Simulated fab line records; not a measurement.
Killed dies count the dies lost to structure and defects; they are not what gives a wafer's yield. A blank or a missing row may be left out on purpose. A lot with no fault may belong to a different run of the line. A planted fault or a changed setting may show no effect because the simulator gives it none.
Comparing a struck lot with a sound one / flow gf180mcu / 15 out of 602 route steps
Sound: these wafers, L518.1, L518.3, L518.5. The struck wafers were L516.3, L516.4, L516.6. The cause is given at the end.
At each step with rows: each side's tool, then ch and its chambers, then its first start. Under that, the readings that differ: sound wafers / struck wafers / difference of the means / sigmas: that difference in standard deviations of wafers without a fault.
alike: readings with means less than 2 such deviations apart, plus words and numbers identical on both sides. not compared: withheld readings, readings lacking a value on some wafer, bounds such as >300 that could conceal the same value, and numbers that have no deviation in the record and whose values overlap.
A row with sigmas, a row that says differs or no value, or rows on one side alone: a step with any of these is where the two part. When numbers do not overlap yet have no deviation, they are printed without sigmas and do not part them. Lack of a reading on every wafer of one side parts them only where that side has two or more wafers.

first, 2 steps without rows for these wafers: GF_V2_STRIP_19 (strips in post etch residue remover, time 1200 s); GF_V2_CLEAN_20 (cleans in DIW).
GF_V2_SPUTTER_21: material Ti, target thk 15 nm, time 80.02 s.
  sound on pvd sputter-02 at day 23 02:28; struck on pvd sputter-02 at day 22 09:28
  alike: cathode dc power W, chamber pressure pa, throttle valve pct
GF_V2_SPUTTER_22: material TiN, target thk 10 nm, time 40 s.
  sound on pvd sputter-02 at day 23 02:32; struck on pvd sputter-02 at day 22 09:32
  alike: cathode dc power W, chamber pressure pa, throttle valve pct
then, 1 step without rows for these wafers: GF_V2_CVD_23 (deposits W, target thk 350 nm, time 104.94 s).
GF_V2_RS_MEAS_24: the measuring method here is four-point-probe.
  sound on film metro-01 at day 23 02:41; struck on film metro-03 at day 22 09:43
  alike: V2_W_RS
GF_V2_THK_MEAS_25: measures by xrf.
  sound on film metro-01 at day 23 02:48; struck on film metro-03 at day 22 09:49
  alike: V2_W_THK
GF_V2_CMP_26: polishes, stops on SiO2, t overpolish 15 s, target thk 0 nm.
  sound on cmp-01 ch 0,3, day 23 02:52; struck on cmp-02 ch 0,2, day 22 09:52
reading=time to endpoint s (s); sound=81 83 80; struck=92 88 92; difference=+9; sigmas=+3
  alike: motor current A, overpolish run s, platen rpm
GF_M3_SPUTTER_00: material Ti, target thk 37.5 nm, time 150 s.
  sound on pvd sputter-04 at day 23 03:10; struck on pvd sputter-04 at day 22 10:10
  alike: cathode dc power W, chamber pressure pa, throttle valve pct
GF_M3_SPUTTER_01: material TiN, target thk 30 nm, time 25 s.
  sound on pvd sputter-04 at day 23 03:16; struck on pvd sputter-04 at day 22 10:16
reading=chamber pressure pa (Pa); sound=0.3996 0.4007 0.4008; struck=0.3983 0.3993 0.3987; difference=-0.0016; sigmas=-2
  alike: cathode dc power W, throttle valve pct
then, 2 steps without rows for these wafers: GF_M3_SPUTTER_02 (material AlCu, target thk 450 nm, time 23.9 s); GF_M3_SPUTTER_03 (material Ti, target thk 10 nm, time 6.7 s).
GF_M3_SPUTTER_04: material TiN, target thk 50 nm, time 41.7 s.
  sound on pvd sputter-04 at day 23 03:20; struck on pvd sputter-04 at day 22 10:20
  no value came back on the struck wafers for cathode dc power W (W), chamber pressure pa (Pa), throttle valve pct (%), time s (s); on the sound wafers cathode dc power W (W) reads 6501.0 6500.6 6502.5
GF_M3_THK_MEAS_06: measures by xrf.
  sound on film metro-02 at day 23 03:30; struck on film metro-02 at day 22 10:31
reading=M3_ALCU_THK (nm); sound=445 446 449; struck=492 495 493; difference=+47; sigmas=+9
then, 1 step without rows for these wafers: GF_M3_DEHYDRATE_07 (time 60 s).

== WHERE THEY PART ==
Last at GF_M3_THK_MEAS_06 as far as this record goes, first at GF_V2_CMP_26.

WHY: what the simulator had put in
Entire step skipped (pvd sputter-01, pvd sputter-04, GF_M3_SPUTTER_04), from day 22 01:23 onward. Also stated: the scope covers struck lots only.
